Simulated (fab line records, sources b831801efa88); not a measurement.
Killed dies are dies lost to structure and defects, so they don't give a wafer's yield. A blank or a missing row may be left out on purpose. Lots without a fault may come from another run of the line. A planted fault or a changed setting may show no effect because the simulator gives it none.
Which tool did it? | flow sky130 | 10 lots, 30 wafers sampled, at 7 steps of a route of 708

WHAT THE GAUGES READ, wafer by wafer
SKY_SD_P_CD_MEAS_07: target cd 380 nm. Usual: cd_nm 379 nm, standard deviation 3.2.
lot  | measured     | on        | cd_nm (nm)  | flag
L814 | day 24 22:14 | cd_sem-02 | 377 378 377 |
L815 | day 25 04:43 | cd_sem-01 | 381 380 382 |
L817 | day 26 16:49 | cd_sem-02 | 376 375 376 |
L818 | day 27 02:20 | cd_sem-02 | 380 379 380 |
L828 | day 30 01:16 | cd_sem-01 | 379 380 380 |
L829 | day 30 14:03 | cd_sem-01 | 380 379 380 |
L831 | day 31 02:29 | cd_sem-02 | 381 378 382 |
L835 | day 33 08:51 | cd_sem-02 | 381 380 381 |
L836 | day 33 09:12 | cd_sem-01 | 379 377 381 |
L837 | day 33 14:07 | cd_sem-02 | 379 381 378 |

SKY_SD_P_TW_MEAS_11. Usual: SD_P_TW 2849, standard deviation 30.
lot  | measured     | on            | SD_P_TW        | flag
L814 | day 24 22:38 | film_metro-02 | 2866 2871 2858 |
L815 | day 25 05:07 | film_metro-03 | 2843 2845 2844 |
L817 | day 26 17:12 | film_metro-01 | 2814 2814 2819 |
L818 | day 27 02:44 | film_metro-02 | 2862 2885 2869 |
L828 | day 30 01:39 | film_metro-02 | 2873 2863 2873 |
L829 | day 30 14:27 | film_metro-02 | 2862 2856 2871 |
L831 | day 31 02:52 | film_metro-02 | 2850 2861 2854 |
L835 | day 33 09:15 | film_metro-03 | 2868 2869 2853 |
L836 | day 33 09:36 | film_metro-03 | 2843 2855 2858 |
L837 | day 33 14:29 | film_metro-03 | 2856 2844 2863 |

SKY_SD_N_TW_MEAS_12. Usual: SD_N_TW 4020, standard deviation 53.
lot  | measured     | on            | SD_N_TW                       | flag
L814 | day 27 08:56 | film_metro-02 | 4084 4078 4066                |
L815 | day 27 15:09 | film_metro-01 | 3950 3935 3962                |
L817 | day 29 02:46 | film_metro-03 | 4054 4048 4041                |
L818 | day 29 12:18 | film_metro-01 | 3958 3952 3932                |
L828 | day 32 05:25 | film_metro-02 | 4048 4065 4073                |
L829 | day 32 17:00 | film_metro-03 | 4381 4350 4367 4360 4371 4361 | OFF
L831 | day 33 07:43 | film_metro-03 | 4372 4364 4397 4376 4364 4371 | OFF
L835 | day 35 12:17 | film_metro-01 | 3949 3941 3963                |
L836 | day 35 13:48 | film_metro-02 | 4075 4103 4085                |
L837 | day 35 16:54 | film_metro-02 | 4066 4075 4067                |

SKY_SD_N_RS_MEAS_16: measures by four-point-probe. Usual: SD_N_RS 68.58 ohm/sq, standard deviation 0.13.
lot  | measured     | on            | SD_N_RS (ohm/sq)                    | flag
L814 | day 27 09:14 | film_metro-03 | 68.59 68.75 68.60                   |
L815 | day 27 15:26 | film_metro-03 | 68.73 68.71 68.67                   |
L817 | day 29 03:04 | film_metro-02 | 68.56 68.67 68.46                   |
L818 | day 29 12:35 | film_metro-02 | 68.41 68.31 68.40                   |
L828 | day 32 05:43 | film_metro-03 | 68.59 68.65 68.47                   |
L829 | day 32 19:07 | film_metro-01 | 58.33 58.14 58.20 58.24 58.21 58.22 | OFF
L831 | day 33 09:11 | film_metro-01 | 58.23 58.29 58.33 58.38 58.16 58.19 | OFF
L835 | day 35 12:35 | film_metro-02 | 68.57 68.55 68.36                   |
L836 | day 35 14:06 | film_metro-03 | 68.78 68.64 68.66                   |
L837 | day 35 17:15 | film_metro-02 | 68.56 68.33 68.55                   |

WHICH TOOL RAN EACH LOT (tool, then ch and the chambers of the sampled wafers, then the start)
lot  | SKY_SD_P_STRIP_10                    | SKY_SD_N_IMPLANT_09             | SKY_SD_N_STRIP_11
L814 | plasma_asher-02 ch 0,1, day 24 22:32 | implanter-04 ch 0, day 27 08:32 | plasma_asher-04 ch 0,1, day 27 08:50
L815 | plasma_asher-03 ch 0,1, day 25 05:00 | implanter-02 ch 0, day 27 14:46 | plasma_asher-04 ch 0,1, day 27 15:02
L817 | plasma_asher-02 ch 0, day 26 17:05   | implanter-02 ch 0, day 29 02:23 | plasma_asher-01 ch 0,1, day 29 02:39
L818 | plasma_asher-02 ch 0,1, day 27 02:38 | implanter-02 ch 0, day 29 11:54 | plasma_asher-04 ch 0,1, day 29 12:12
L828 | plasma_asher-02 ch 0,1, day 30 01:32 | implanter-01 ch 0, day 32 05:02 | plasma_asher-01 ch 0,1, day 32 05:18
L829 | plasma_asher-02 ch 0,1, day 30 14:20 | implanter-02 ch 0, day 32 16:37 | plasma_asher-04 ch 0,1, day 32 16:53
L831 | plasma_asher-02 ch 0,1, day 31 02:47 | implanter-02 ch 0, day 33 07:21 | plasma_asher-04 ch 0,1, day 33 07:38
L835 | plasma_asher-01 ch 0,1, day 33 09:09 | implanter-04 ch 0, day 35 11:53 | plasma_asher-01 ch 0, day 35 12:11
L836 | plasma_asher-03 ch 0,1, day 33 09:29 | implanter-04 ch 0, day 35 13:25 | plasma_asher-01 ch 0,1, day 35 13:41
L837 | plasma_asher-02 ch 0,1, day 33 14:23 | implanter-04 ch 0, day 35 16:33 | plasma_asher-04 ch 0,1, day 35 16:48
- SKY_SD_P_STRIP_10: strips in O2/N2.
- SKY_SD_N_IMPLANT_09
- SKY_SD_N_STRIP_11: strips in O2/N2.

WHAT THE TOOLS THEMSELVES READ (means of the sampled wafers that have a number; where no wafer has one, the mark that the record gives instead)
SKY_SD_P_STRIP_10. Usual: drypump_motor_current_A 5.8 A, standard deviation 0.39; oes_product_au 0.618 a.u., standard deviation 0.0045; strip_time_to_endpoint_s 17.47 s, standard deviation 0.044.
lot  | tool            | drypump_motor_current_A (A) | oes_product_au (a.u.) | strip_time_to_endpoint_s (s) | flag
L814 | plasma_asher-02 | 6.0                         | 0.618                 | 17.51                        |
L815 | plasma_asher-03 | 5.4                         | 0.618                 | 17.47                        |
L817 | plasma_asher-02 | 6.1                         | 0.618                 | 17.44                        |
L818 | plasma_asher-02 | 6.0                         | 0.622                 | 17.53                        |
L828 | plasma_asher-02 | 6.0                         | 0.621                 | 17.47                        |
L829 | plasma_asher-02 | 5.8                         | 0.617                 | 17.48                        |
L831 | plasma_asher-02 | 6.0                         | 0.621                 | 17.45                        |
L835 | plasma_asher-01 | 5.8                         | 0.615                 | 17.47                        |
L836 | plasma_asher-03 | 5.7                         | 0.620                 | 17.43                        |
L837 | plasma_asher-02 | 5.8                         | 0.613                 | 17.46                        |

SKY_SD_N_IMPLANT_09. Usual: beam_energy_keV 50.002, standard deviation 0.017; beam_on_s 21.3 s, standard deviation 2.7; end_station_pressure_torr 1.18e-05 Torr, standard deviation 1.5e-06.
lot  | tool         | beam_energy_keV | beam_on_s (s) | end_station_pressure_torr (Torr) | flag
L814 | implanter-04 | 50.031          | 23.7          | 1.05e-05                         |
L815 | implanter-02 | 50.005          | 21.3          | 1.15e-05                         |
L817 | implanter-02 | 49.985          | 21.4          | 1.11e-05                         |
L818 | implanter-02 | 49.993          | 21.2          | 1.20e-05                         |
L828 | implanter-01 | 50.011          | 16.8          | 1.45e-05                         |
L829 | implanter-02 | 67.910          | 21.4          | 1.18e-05                         | OFF
L831 | implanter-02 | 67.910          | 21.1          | 1.16e-05                         | OFF
L835 | implanter-04 | 50.011          | 23.8          | 1.08e-05                         |
L836 | implanter-04 | 50.009          | 23.4          | 1.06e-05                         |
L837 | implanter-04 | 50.007          | 23.8          | 1.03e-05                         |

SKY_SD_N_STRIP_11. Usual: drypump_motor_current_A 5.96 A, standard deviation 0.21; oes_product_au 0.528 a.u., standard deviation 0.0051; strip_time_to_endpoint_s 22.55 s, standard deviation 0.035.
lot  | tool            | drypump_motor_current_A (A) | oes_product_au (a.u.) | strip_time_to_endpoint_s (s) | flag
L814 | plasma_asher-04 | 6.11                        | 0.527                 | 22.60                        |
L815 | plasma_asher-04 | 6.09                        | 0.524                 | 22.58                        |
L817 | plasma_asher-01 | 5.96                        | 0.529                 | 22.57                        |
L818 | plasma_asher-04 | 6.12                        | 0.524                 | 22.56                        |
L828 | plasma_asher-01 | 5.82                        | 0.531                 | 22.56                        |
L829 | plasma_asher-04 | 5.97                        | 0.492                 | 25.26                        | OFF
L831 | plasma_asher-04 | 6.09                        | 0.490                 | 25.22                        | OFF
L835 | plasma_asher-01 | 6.07                        | 0.523                 | 22.54                        |
L836 | plasma_asher-01 | 5.96                        | 0.524                 | 22.55                        |
L837 | plasma_asher-04 | 5.95                        | 0.526                 | 22.56                        |

THE ANSWER, worked out from the rows above alone
Rule: a lot is off if the mean of its wafers that have a number lies more than 3 standard deviations from the usual mean. A lot without any number at a reading at which 4 lots or more have one is off too. The other lots that the step has rows for count as sound. The gauges are gone through in route order, then the tools' own readings, and for those a lot's mean is taken as printed above. The first step at which some lot is off is used, and at that step the reading that is off furthest; a lot without a number counts as furthest.
Off: L829, L831, at SKY_SD_N_TW_MEAS_12 (SD_N_TW).
A tool fits if, at a process step before that reading, it ran every lot that is off, and no sound lot after the first of them. The gauges at SKY_SD_N_TW_MEAS_12 aren't tried: what is off there is off at SKY_SD_N_RS_MEAS_16 too, on other tools, and a gauge's error can't cause that. One fits: implanter-02 at SKY_SD_N_IMPLANT_09. Its last sound lot is L818 (day 29 11:54), its first lot that is off L829 (day 32 16:37): a fault that began between those two fits.
The tool's own readings at SKY_SD_N_IMPLANT_09 bear it out: on the lots that are off they differ by more than 5 times the standard deviation of the sound lots' means. beam_energy_keV reads 67.910 there against 50.007 on the sound lots.

WHAT THE SIMULATOR HAD PUT IN
Process parameter drift: implanter-02, from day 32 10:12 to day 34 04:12, at SKY_SD_N_IMPLANT_09. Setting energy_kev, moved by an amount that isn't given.
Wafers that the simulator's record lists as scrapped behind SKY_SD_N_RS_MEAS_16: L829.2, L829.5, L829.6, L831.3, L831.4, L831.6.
Lots struck among those shown: L829, L831. The rule above found the same.
